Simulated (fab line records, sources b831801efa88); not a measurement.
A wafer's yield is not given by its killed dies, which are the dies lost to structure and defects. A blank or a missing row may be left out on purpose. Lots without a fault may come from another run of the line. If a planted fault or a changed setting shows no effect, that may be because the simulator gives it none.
Which tool did it? | flow sky130 | 13 lots, 39 wafers sampled, at 5 steps of a route of 708

WHAT THE GAUGES SHOWED, per wafer
SKY_POLY_GATE_CD_MEAS_22.
lot  | measured     | on        | cd-nm (nm)
L663 | day 17 03:58 | cd-sem-02 | 147.9 148.3 150.7
L664 | day 17 11:55 | cd-sem-01 | 151.8 153.3 152.5
L666 | day 17 21:11 | cd-sem-02 | 150.0 151.2 152.8
L667 | day 18 12:18 | cd-sem-02 | 148.6 150.4 148.7
L669 | day 19 04:18 | cd-sem-02 | 146.1 144.8 149.5
L670 | day 19 06:43 | cd-sem-01 | 149.0 146.8 146.8
L671 | day 19 11:45 | cd-sem-02 | 150.3 152.8 152.1
L672 | day 19 17:47 | cd-sem-01 | 148.8 148.4 148.9
L678 | day 21 23:28 | cd-sem-02 | 152.0 149.3 150.8
L682 | day 23 12:46 | cd-sem-02 | 150.2 146.2 146.1
L683 | day 23 17:25 | cd-sem-02 | 154.0 153.9 152.5
L684 | day 24 00:21 | cd-sem-02 | 148.3 150.9 151.4
L685 | day 24 03:05 | cd-sem-02 | 145.6 150.1 151.8

SKY_VIA2_RS_MEAS_22: a four-point-probe measurement.
lot  | measured     | on            | VIA2_W_RS (ohm/sq)
L663 | day 37 00:04 | film-metro-04 | 0.271 0.276 0.272
L664 | day 37 11:52 | film-metro-01 | 0.270 0.273 0.272
L666 | day 37 18:16 | film-metro-02 | 0.275 0.278 0.276
L667 | day 38 02:55 | film-metro-04 | 0.274 0.280 0.276
L669 | day 38 19:06 | film-metro-02 | 0.279 0.274 0.278
L670 | day 39 01:11 | film-metro-04 | 0.280 0.276 0.280
L671 | day 39 01:53 | film-metro-01 | 0.273 0.273 0.281
L672 | day 39 04:53 | film-metro-01 | 0.271 0.276 0.275
L678 | day 41 02:26 | film-metro-04 | 0.269 0.272 0.272
L682 | day 42 05:08 | film-metro-04 | 0.277 0.278 0.273
L683 | day 42 08:54 | film-metro-01 | 0.274 0.275 0.275
L684 | day 42 12:44 | film-metro-01 | 0.276 0.269 0.275
L685 | day 42 16:35 | film-metro-04 | 0.276 0.271 0.271

SKY_VIA3_THK_MEAS_01.
lot  | measured     | on            | VIA3_HDPCVD_THK (nm)
L663 | day 39 05:41 | film-metro-02 | 1656 1661 1634
L664 | day 39 17:06 | film-metro-02 | 1655 1648 1677
L666 | day 39 21:53 | film-metro-03 | 1630 1633 1617
L667 | day 40 08:30 | film-metro-01 | 1648 1669 1648
L669 | day 40 22:59 | film-metro-03 | 1636 1652 1646
L670 | day 41 05:17 | film-metro-01 | 1647 1663 1652
L671 | day 41 06:46 | film-metro-01 | 1639 1640 1612
L672 | day 41 07:50 | film-metro-03 | 1647 1644 1618
L678 | day 43 04:04 | film-metro-03 | 1111 1652 1110
L682 | day 44 06:16 | film-metro-02 | 1616 1631 1627
L683 | day 44 10:10 | film-metro-01 | 1614 1613 1626
L684 | day 44 13:17 | film-metro-01 | 1621 1588 1620
L685 | day 44 16:16 | film-metro-01 | 1635 1629 1625

TOOL THAT RAN EACH LOT (tool first, then ch and the chambers of the sampled wafers, then the start)
lot  | SKY_VIA2_CVD_21               | SKY_VIA3_HDPCVD_00
L663 | cvd-w-02 ch 0,1, day 36 23:55 | hdpcvd-01 ch 0,1, day 39 05:30
L664 | cvd-w-02 ch 0,1, day 37 11:44 | hdpcvd-02 ch 1,2, day 39 16:55
L666 | cvd-w-01 ch 0,1, day 37 18:07 | hdpcvd-01 ch 0,1, day 39 21:43
L667 | cvd-w-01 ch 0,1, day 38 02:46 | hdpcvd-02 ch 0,1,2, day 40 08:23
L669 | cvd-w-02 ch 0,1, day 38 18:57 | hdpcvd-02 ch 1,2, day 40 22:49
L670 | cvd-w-02 ch 0,1, day 39 01:01 | hdpcvd-02 ch 0,1,2, day 41 05:07
L671 | cvd-w-02 ch 0,1, day 39 01:46 | hdpcvd-01 ch 0,1, day 41 06:35
L672 | cvd-w-02 ch 0,1, day 39 04:44 | hdpcvd-01 ch 0,1,2, day 41 07:43
L678 | cvd-w-01 ch 0, day 41 02:11   | hdpcvd-02 ch 0,2, day 43 03:49
L682 | cvd-w-02 ch 0,1, day 42 04:59 | hdpcvd-01 ch 0,1,2, day 44 06:09
L683 | cvd-w-01 ch 0,1, day 42 08:46 | hdpcvd-01 ch 0,1, day 44 09:57
L684 | cvd-w-01 ch 1, day 42 12:34   | hdpcvd-01 ch 0,1, day 44 13:07
L685 | cvd-w-02 ch 0,1, day 42 16:28 | hdpcvd-01 ch 0,1,2, day 44 16:06
- SKY_VIA2_CVD_21: deposits W, target thk 420 nm, time 126.4 s.
- SKY_VIA3_HDPCVD_00: deposits SiO2, target thk 1635 nm, time 272.5 s.

WHAT THE TOOLS THEMSELVES READ (means of the sampled wafers that have a number; where no wafer has one, the mark that the record gives instead)
SKY_VIA2_CVD_21.
lot  | tool     | heater-power-outer-w (W) | heater-power-w (W)
L663 | cvd-w-02 | 485                      | 826
L664 | cvd-w-02 | 490                      | 824
L666 | cvd-w-01 | 481                      | 756
L667 | cvd-w-01 | 477                      | 767
L669 | cvd-w-02 | 507                      | 861
L670 | cvd-w-02 | 506                      | 861
L671 | cvd-w-02 | 491                      | 831
L672 | cvd-w-02 | 487                      | 816
L678 | cvd-w-01 | 421                      | 643
L682 | cvd-w-02 | 507                      | 866
L683 | cvd-w-01 | 444                      | 681
L684 | cvd-w-01 | 468                      | 776
L685 | cvd-w-02 | 496                      | 832

SKY_VIA3_HDPCVD_00.
lot  | tool      | run-length-s (s)
L663 | hdpcvd-01 | 300.3
L664 | hdpcvd-02 | 301.0
L666 | hdpcvd-01 | 300.0
L667 | hdpcvd-02 | 300.6
L669 | hdpcvd-02 | 300.9
L670 | hdpcvd-02 | 300.7
L671 | hdpcvd-01 | 299.9
L672 | hdpcvd-01 | 300.0
L678 | hdpcvd-02 | 242.2
L682 | hdpcvd-01 | 300.3
L683 | hdpcvd-01 | 300.8
L684 | hdpcvd-01 | 300.3
L685 | hdpcvd-01 | 300.2

THE ANSWER, worked out from the rows above alone
Rule: usual is defined by the lots themselves. Put in order of their means at a reading, lots are off if they are a third of the lots or fewer, leave a main group of 4 or more, and stand apart from it by a gap of 3 or more times the standard deviation of the main group's means; of several such gaps the widest counts. A main group is skipped when, at the precision printed for the reading in the tables above, its means are all equal. Also off: a lot with no number at a reading for which 4 or more lots have one. Any other lot the step has rows for is counted as sound. First the gauges in route order, then the tools' own readings, where a lot's mean is used as printed above. At the first step where some lot is off, the reading lying furthest off is the one used; lots without a number count as furthest.
Off: L678, seen at SKY_VIA3_THK_MEAS_01 (VIA3_HDPCVD_THK). Main group: mean 1637 nm, sd 15.
If a tool, at a process step before that reading, ran all the lots that are off and no sound lot after the first of them, it fits. The gauges at SKY_VIA3_THK_MEAS_01 aren't tried: what is off there is off at SKY_VIA3_HDPCVD_00 too, on other tools, and a gauge's error can't cause that. One fits: hdpcvd-02 at SKY_VIA3_HDPCVD_00. Its last sound lot is L670 (day 41 05:07), its first lot that is off L678 (day 43 03:49): a fault that began between those two fits.
On the lots that are off, the tool's own readings at SKY_VIA3_HDPCVD_00 differ by more than 5 times the standard deviation of the sound lots' means, which bears it out; run-length-s reads 242.2 s there versus 300.4 s on the sound lots.

WHAT HAD BEEN PUT IN BY THE SIMULATOR
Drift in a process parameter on hdpcvd-02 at SKY_VIA3_HDPCVD_00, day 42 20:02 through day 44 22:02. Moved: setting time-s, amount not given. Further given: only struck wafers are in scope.
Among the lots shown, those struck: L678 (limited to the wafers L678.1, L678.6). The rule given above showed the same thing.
